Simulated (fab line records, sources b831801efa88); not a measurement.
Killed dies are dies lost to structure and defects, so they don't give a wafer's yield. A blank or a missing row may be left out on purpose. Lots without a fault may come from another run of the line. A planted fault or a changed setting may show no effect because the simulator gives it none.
Which tool did it? | flow gf180mcu | 24 lots, 72 wafers sampled, at 6 steps of a route of 602

WHAT THE GAUGES READ, wafer by wafer
GF_V3_OVL_MEAS_15. Usual: V3_OVL 3 nm, standard deviation 6.4.
lot  | measured     | on         | V3_OVL (nm) | flag
L074 | day 22 13:23 | overlay-01 | 3 11 3      |
L075 | day 22 19:04 | overlay-02 | -6 4 5      |
L076 | day 23 06:56 | overlay-02 | 5 8 9       |
L077 | day 23 15:16 | overlay-02 | -5 -5 -11   |
L078 | day 23 22:11 | overlay-01 | -11 -8 0    |
L079 | day 24 06:47 | overlay-01 | 2 -7 4      |
L080 | day 24 21:53 | overlay-02 | 9 8 8       |
L081 | day 25 10:17 | overlay-02 | -2 1 3      |
L082 | day 25 13:08 | overlay-02 | -7 6 -4     |
L083 | day 25 18:38 | overlay-01 | 12 19 8     |
L084 | day 26 01:59 | overlay-01 | 4 11 -6     |
L085 | day 26 06:17 | overlay-02 | -4 2 -8     |
L086 | day 26 14:44 | overlay-02 | 6 14 12     |
L087 | day 27 01:44 | overlay-01 | 0 -8 -6     |
L088 | day 27 11:20 | overlay-01 | -4 7 6      |
L089 | day 27 15:27 | overlay-02 | 6 5 6       |
L090 | day 27 19:35 | overlay-01 | -9 -5 -2    |
L091 | day 28 06:17 | overlay-01 | 5 2 8       |
L092 | day 28 07:41 | overlay-01 | -2 0 2      |
L093 | day 28 17:17 | overlay-01 | 2 4 -4      |
L094 | day 29 06:04 | overlay-01 | 9 10 11     |
L095 | day 29 06:50 | overlay-01 | -2 -4 -7    |
L096 | day 29 14:52 | overlay-01 | 4 15 16     |
L097 | day 29 20:38 | overlay-02 | 4 0 -3      |

GF_V3_RS_MEAS_24: measures by four-point-probe. Usual: V3_W_RS 0.330 ohm/sq, standard deviation 0.0057.
lot  | measured     | on            | V3_W_RS (ohm/sq)  | flag
L074 | day 22 14:18 | film_metro-02 | 0.333 0.332 0.332 |
L075 | day 22 20:04 | film_metro-01 | 0.320 0.334 0.326 |
L076 | day 23 07:53 | film_metro-02 | 0.341 0.337 0.325 |
L077 | day 23 16:12 | film_metro-01 | 0.330 0.332 0.330 |
L078 | day 23 23:29 | film_metro-02 | 0.333 0.331 0.333 |
L079 | day 24 07:41 | film_metro-04 | 0.329 0.329 0.329 |
L080 | day 24 22:49 | film_metro-02 | 0.335 0.321 0.322 |
L081 | day 25 11:15 | film_metro-02 | 0.329 0.329 0.318 |
L082 | day 25 14:04 | film_metro-02 | 0.337 0.334 0.334 |
L083 | day 25 19:32 | film_metro-01 | 0.323 0.334 0.322 |
L084 | day 26 02:54 | film_metro-02 | 0.330 0.329 0.332 |
L085 | day 26 07:13 | film_metro-01 | 0.327 0.332 0.318 |
L086 | day 26 15:40 | film_metro-02 | 0.334 0.326 0.332 |
L087 | day 27 02:40 | film_metro-01 | 0.337 0.338 0.335 |
L088 | day 27 12:15 | film_metro-04 | 0.331 0.323 0.331 |
L089 | day 27 16:24 | film_metro-01 | 0.330 0.334 0.334 |
L090 | day 27 20:52 | film_metro-02 | 0.327 0.324 0.330 |
L091 | day 28 07:12 | film_metro-04 | 0.325 0.329 0.324 |
L092 | day 28 08:37 | film_metro-01 | 0.337 0.329 0.336 |
L093 | day 28 18:12 | film_metro-02 | 0.323 0.320 0.328 |
L094 | day 29 06:59 | film_metro-04 | 0.336 0.330 0.338 |
L095 | day 29 07:47 | film_metro-04 | 0.326 0.337 0.327 |
L096 | day 29 16:10 | film_metro-02 | 0.333 0.322 0.335 |
L097 | day 29 21:34 | film_metro-01 | 0.316 0.317 0.334 |

GF_MIM_THK_MEAS_11: measures by xrf. Usual: MIM_ALCU_THK 199.9 nm, standard deviation 2.9.
lot  | measured     | on            | MIM_ALCU_THK (nm) | flag
L074 | day 24 15:04 | film_metro-03 | 203.7 202.6 202.7 |
L075 | day 24 20:53 | film_metro-03 | 203.7 199.8 203.4 |
L076 | day 25 08:41 | film_metro-03 | 200.7 201.9 205.1 |
L077 | day 25 16:19 | film_metro-04 | 197.7 200.5 201.5 |
L078 | day 25 23:44 | film_metro-02 | 195.5 195.9 198.2 |
L079 | day 26 06:49 | film_metro-04 | 196.4 196.6 197.6 |
L080 | day 26 22:14 | film_metro-03 | 201.5 197.6 197.7 |
L081 | day 27 09:05 | film_metro-03 | 201.4 201.5 201.2 |
L082 | day 27 11:17 | film_metro-03 | 196.8 198.7 195.1 |
L083 | day 27 17:05 | film_metro-02 | 198.7 200.8 198.3 |
L084 | day 28 03:33 | film_metro-02 | 198.4 199.2 201.2 |
L085 | day 28 04:22 | film_metro-04 | 199.6 200.0 196.8 |
L086 | day 28 11:23 | film_metro-04 | 200.9 199.7 203.5 |
L087 | day 28 22:21 | film_metro-02 | 203.9 201.5 198.6 |
L088 | day 29 07:58 | film_metro-02 | 196.8 198.6 198.3 |
L089 | day 29 12:02 | film_metro-02 | 194.9 194.1 200.5 |
L090 | day 29 15:34 | film_metro-04 | 199.1 197.9 204.4 |
L091 | day 30 01:20 | film_metro-03 | 204.7 200.8 199.7 |
L092 | day 30 03:37 | film_metro-04 | 195.4 194.9 196.6 |
L093 | day 30 12:08 | film_metro-03 | 203.0 201.2 201.7 |
L094 | day 30 23:41 | film_metro-03 | 202.2 206.5 202.2 |
L095 | day 31 01:50 | film_metro-03 | 194.8 196.3 195.7 |
L096 | day 31 08:35 | film_metro-03 | 200.1 201.7 201.9 |
L097 | day 31 13:35 | film_metro-03 | 198.0 202.4 203.4 |

WHICH TOOL RAN EACH LOT (tool, then ch and the chambers of the sampled wafers, then the start)
lot  | GF_M4_STRIP_17                       | GF_V4_CMP_04                  | GF_MIM_SPUTTER_00
L074 | plasma_asher-03 ch 0,1, day 23 13:47 | cmp-01 ch 0,1,3, day 23 14:35 | pvd_sputter-04, day 24 14:32
L075 | plasma_asher-01 ch 0,1, day 23 19:03 | cmp-01 ch 1,2,3, day 23 19:57 | pvd_sputter-03, day 24 20:21
L076 | plasma_asher-02 ch 0,1, day 24 07:26 | cmp-01 ch 0,2, day 24 08:19   | pvd_sputter-03, day 25 08:09
L077 | plasma_asher-03 ch 1, day 24 15:27   | cmp-01 ch 1,2, day 24 16:20   | pvd_sputter-01, day 25 15:47
L078 | plasma_asher-03 ch 1, day 24 22:32   | cmp-02 ch 0,1,3, day 24 23:29 | pvd_sputter-03, day 25 23:12
L079 | plasma_asher-01 ch 0,1, day 25 06:48 | cmp-01 ch 0,3, day 25 07:38   | pvd_sputter-01, day 26 06:17
L080 | plasma_asher-02 ch 0,1, day 25 21:29 | cmp-02 ch 1,2,3, day 25 22:34 | pvd_sputter-04, day 26 21:42
L081 | plasma_asher-02 ch 0,1, day 26 08:53 | cmp-01 ch 0,1,3, day 26 09:44 | pvd_sputter-01, day 27 08:32
L082 | plasma_asher-02 ch 0,1, day 26 11:30 | cmp-02 ch 0,3, day 26 12:22   | pvd_sputter-01, day 27 10:44
L083 | plasma_asher-03 ch 0,1, day 26 17:34 | cmp-01 ch 0,2,3, day 26 18:25 | pvd_sputter-04, day 27 16:34
L084 | plasma_asher-03 ch 0,1, day 27 01:23 | cmp-02 ch 0,1,3, day 27 02:14 | pvd_sputter-01, day 28 03:01
L085 | plasma_asher-01 ch 0,1, day 27 04:48 | cmp-02 ch 0,1,3, day 27 05:44 | pvd_sputter-01, day 28 03:50
L086 | plasma_asher-03 ch 0,1, day 27 12:45 | cmp-01 ch 1,2, day 27 13:36   | pvd_sputter-01, day 28 10:51
L087 | plasma_asher-02 ch 0,1, day 27 23:09 | cmp-01 ch 0,1,2, day 27 23:57 | pvd_sputter-03, day 28 21:49
L088 | plasma_asher-01 ch 0,1, day 28 08:57 | cmp-02 ch 0,2,3, day 28 09:49 | pvd_sputter-04, day 29 07:26
L089 | plasma_asher-02 ch 0,1, day 28 13:05 | cmp-01 ch 2,3, day 28 13:53   | pvd_sputter-04, day 29 11:29
L090 | plasma_asher-02 ch 0,1, day 28 17:13 | cmp-02 ch 0,1,3, day 28 18:01 | pvd_sputter-03, day 29 15:01
L091 | plasma_asher-02 ch 0,1, day 29 03:09 | cmp-02 ch 0,2,3, day 29 03:59 | pvd_sputter-03, day 30 00:49
L092 | plasma_asher-02 ch 0,1, day 29 05:16 | cmp-01 ch 1,2,3, day 29 06:12 | pvd_sputter-04, day 30 03:05
L093 | plasma_asher-01 ch 0,1, day 29 14:27 | cmp-02 ch 1,2, day 29 15:17   | pvd_sputter-03, day 30 11:36
L094 | plasma_asher-03 ch 0,1, day 30 02:30 | cmp-01 ch 0,2,3, day 30 03:23 | pvd_sputter-01, day 30 23:09
L095 | plasma_asher-02 ch 0,1, day 30 04:22 | cmp-01 ch 0,1,2, day 30 05:15 | pvd_sputter-04, day 31 01:18
L096 | plasma_asher-01 ch 0,1, day 30 11:26 | cmp-02 ch 2,3, day 30 12:34   | pvd_sputter-04, day 31 08:01
L097 | plasma_asher-01 ch 0,1, day 30 16:19 | cmp-01 ch 0,2, day 30 17:11   | pvd_sputter-01, day 31 13:03
- GF_M4_STRIP_17: strips in O2/N2.
- GF_V4_CMP_04: polishes SiO2.
- GF_MIM_SPUTTER_00: material Ti, target thk 37.5 nm, time 150 s.

WHAT THE TOOLS THEMSELVES READ (means of the sampled wafers that have a number; where no wafer has one, the mark that the record gives instead)
GF_M4_STRIP_17. Usual: drypump_motor_current_A 5.6 A, standard deviation 0.43; heater_power_w 342 W, standard deviation 26; oes_product_au 0.543 a.u., standard deviation 0.005; strip_time_to_endpoint_s 7.50 s, standard deviation 0.053.
lot  | tool            | drypump_motor_current_A (A) | heater_power_w (W) | oes_product_au (a.u.) | strip_time_to_endpoint_s (s) | flag
L074 | plasma_asher-03 | 5.5                         | 316                | 0.540                 | 7.46                         |
L075 | plasma_asher-01 | 5.7                         | 367                | 0.541                 | 7.52                         |
L076 | plasma_asher-02 | 5.4                         | 338                | 0.544                 | 7.44                         |
L077 | plasma_asher-03 | 5.6                         | 291                | 0.545                 | 7.46                         |
L078 | plasma_asher-03 | 5.5                         | 287                | 0.542                 | 7.45                         |
L079 | plasma_asher-01 | 6.1                         | 362                | 0.540                 | 7.49                         |
L080 | plasma_asher-02 | 5.3                         | 339                | 0.548                 | 7.58                         |
L081 | plasma_asher-02 | 5.3                         | 343                | 0.543                 | 7.52                         |
L082 | plasma_asher-02 | 5.4                         | 339                | 0.539                 | 7.46                         |
L083 | plasma_asher-03 | 5.5                         | 315                | 0.544                 | 7.44                         |
L084 | plasma_asher-03 | 5.5                         | 315                | 0.546                 | 7.57                         |
L085 | plasma_asher-01 | 5.7                         | 362                | 0.540                 | 7.53                         |
L086 | plasma_asher-03 | 5.5                         | 314                | 0.542                 | 7.42                         |
L087 | plasma_asher-02 | 5.4                         | 329                | 0.545                 | 7.53                         |
L088 | plasma_asher-01 | 6.1                         | 368                | 0.539                 | 7.50                         |
L089 | plasma_asher-02 | 5.4                         | 333                | 0.538                 | 7.48                         |
L090 | plasma_asher-02 | 5.4                         | 338                | 0.543                 | 7.47                         |
L091 | plasma_asher-02 | 5.4                         | 332                | 0.537                 | 7.47                         |
L092 | plasma_asher-02 | 5.4                         | 331                | 0.544                 | 7.50                         |
L093 | plasma_asher-01 | 5.7                         | 360                | 0.543                 | 7.52                         |
L094 | plasma_asher-03 | 5.6                         | 316                | 0.540                 | 7.50                         |
L095 | plasma_asher-02 | 5.4                         | 342                | 0.540                 | 7.48                         |
L096 | plasma_asher-01 | 6.1                         | 363                | 0.549                 | 7.56                         |
L097 | plasma_asher-01 | 6.1                         | 367                | 0.545                 | 7.52                         |

GF_V4_CMP_04. Usual: motor_current_A 12.2 A, standard deviation 1; time_to_endpoint_s 80 s, standard deviation 7.1.
lot  | tool   | motor_current_A (A) | time_to_endpoint_s (s) | flag
L074 | cmp-01 | 13.2                | 81                     |
L075 | cmp-01 | 12.9                | 80                     |
L076 | cmp-01 | 12.9                | 79                     |
L077 | cmp-01 | 13.0                | 67                     |
L078 | cmp-02 | 12.0                | 78                     |
L079 | cmp-01 | 12.9                | 84                     |
L080 | cmp-02 | 11.3                | 75                     |
L081 | cmp-01 | 12.5                | 83                     |
L082 | cmp-02 | 12.3                | 80                     |
L083 | cmp-01 | 12.9                | 74                     |
L084 | cmp-02 | 12.2                | 79                     |
L085 | cmp-02 | 12.1                | 76                     |
L086 | cmp-01 | 12.7                | 71                     |
L087 | cmp-01 | 13.2                | 82                     |
L088 | cmp-02 | 11.3                | 87                     |
L089 | cmp-01 | 12.8                | 82                     |
L090 | cmp-02 | 11.8                | 79                     |
L091 | cmp-02 | 11.4                | 83                     |
L092 | cmp-01 | 12.8                | 77                     |
L093 | cmp-02 | 10.4                | 85                     |
L094 | cmp-01 | 12.3                | 78                     |
L095 | cmp-01 | 12.9                | 80                     |
L096 | cmp-02 | 10.6                | 80                     |
L097 | cmp-01 | 12.6                | 80                     |

GF_MIM_SPUTTER_00. Usual: substrate_temp_c 199.99 C, standard deviation 0.17; throttle_valve_pct 30.0 %, standard deviation 1.
lot  | tool           | substrate_temp_c (C) | throttle_valve_pct (%) | flag
L074 | pvd_sputter-04 | 200.18               | 30.0                   |
L075 | pvd_sputter-03 | 199.94               | 29.8                   |
L076 | pvd_sputter-03 | 199.93               | 28.6                   |
L077 | pvd_sputter-01 | 199.83               | 30.3                   |
L078 | pvd_sputter-03 | 200.01               | 31.0                   |
L079 | pvd_sputter-01 | 200.00               | 29.6                   |
L080 | pvd_sputter-04 | 200.04               | 29.9                   |
L081 | pvd_sputter-01 | 200.09               | 30.0                   |
L082 | pvd_sputter-01 | 199.95               | 29.8                   |
L083 | pvd_sputter-04 | 199.84               | 29.7                   |
L084 | pvd_sputter-01 | 199.99               | 29.8                   |
L085 | pvd_sputter-01 | 200.00               | 30.6                   |
L086 | pvd_sputter-01 | 199.98               | 30.4                   |
L087 | pvd_sputter-03 | 200.01               | 29.5                   |
L088 | pvd_sputter-04 | 200.06               | 29.9                   |
L089 | pvd_sputter-04 | 200.08               | 30.2                   |
L090 | pvd_sputter-03 | 199.95               | 29.3                   |
L091 | pvd_sputter-03 | 199.81               | 30.7                   |
L092 | pvd_sputter-04 | 199.86               | 30.3                   |
L093 | pvd_sputter-03 | 199.92               | 29.4                   |
L094 | pvd_sputter-01 | 200.01               | 30.4                   |
L095 | pvd_sputter-04 | 199.96               | 30.1                   |
L096 | pvd_sputter-04 | 200.17               | 29.9                   |
L097 | pvd_sputter-01 | 200.16               | 30.4                   |

THE ANSWER, worked out from the rows above alone
Rule: a lot is off if the mean of its wafers that have a number lies more than 3 standard deviations from the usual mean. A lot without any number at a reading at which 4 lots or more have one is off too. The other lots that the step has rows for count as sound. The gauges are gone through in route order, then the tools' own readings, and for those a lot's mean is taken as printed above. The first step at which some lot is off is used, and at that step the reading that is off furthest; a lot without a number counts as furthest.
No lot is off at any reading shown: from this, nothing can be told.

WHAT THE SIMULATOR HAD PUT IN
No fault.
